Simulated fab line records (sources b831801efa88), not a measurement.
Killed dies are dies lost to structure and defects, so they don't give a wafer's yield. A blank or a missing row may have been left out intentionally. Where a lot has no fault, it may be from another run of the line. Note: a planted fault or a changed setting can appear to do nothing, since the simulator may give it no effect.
Matching of chambers ; flow sky130 ; 4 sister chambers for SKY_FIELD_ISO_CMP_27 on cmp-02
The step polishes, stops on Si3N4, t overpolish 16 s, target thk 457.8 nm. 7 wafers are shown with their chamber, then 7 later ones without.

WAFERS, EACH WITH ITS CHAMBER
wafer;chamber;motor_current_A (A);time_to_endpoint_s (s)
L349.4;2;12.4;110
L354.1;2;12.2;104
L354.5;1;12.8;107
L361.1;0;11.3;116
L361.6;3;10.3;120
L362.1;1;13.1;111
L362.2;3;10.3;117

WAFERS WITH NO CHAMBER GIVEN
wafer;motor_current_A (A);time_to_endpoint_s (s)
L362.4;11.6;109
L363.1;13.0;106
L363.3;10.1;111
L363.6;12.4;105
L365.2;11.4;113
L365.3;12.3;113
L365.4;12.0;115

EACH ONE'S CHAMBER
wafer;from the rows above;in truth
L362.4;can't be placed: 0 or 2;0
L363.1;1;1
L363.3;3;3
L363.6;2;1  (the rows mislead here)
L365.2;0;0
L365.3;2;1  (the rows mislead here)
L365.4;can't be placed: 2 or 0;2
Correct placement for 3 of the 7. Not placeable from these rows: 2 (in 2, the candidates include the true chamber). 2 placed wrongly.
How it was worked out, from the rows above alone: a wafer's distance from a chamber is the root of the sum, over the readings, of the square of ((its reading less the chamber's mean) divided by the reading's scatter). The wafer belongs to the nearest chamber; if the next one is less than 2 further off, it can't be placed. For every chamber, the mean is computed from those of its wafers that are shown. The scatter: the root of (the sum of the squares of (reading less its chamber's mean) over the shown wafers, divided by (wafers less chambers)).
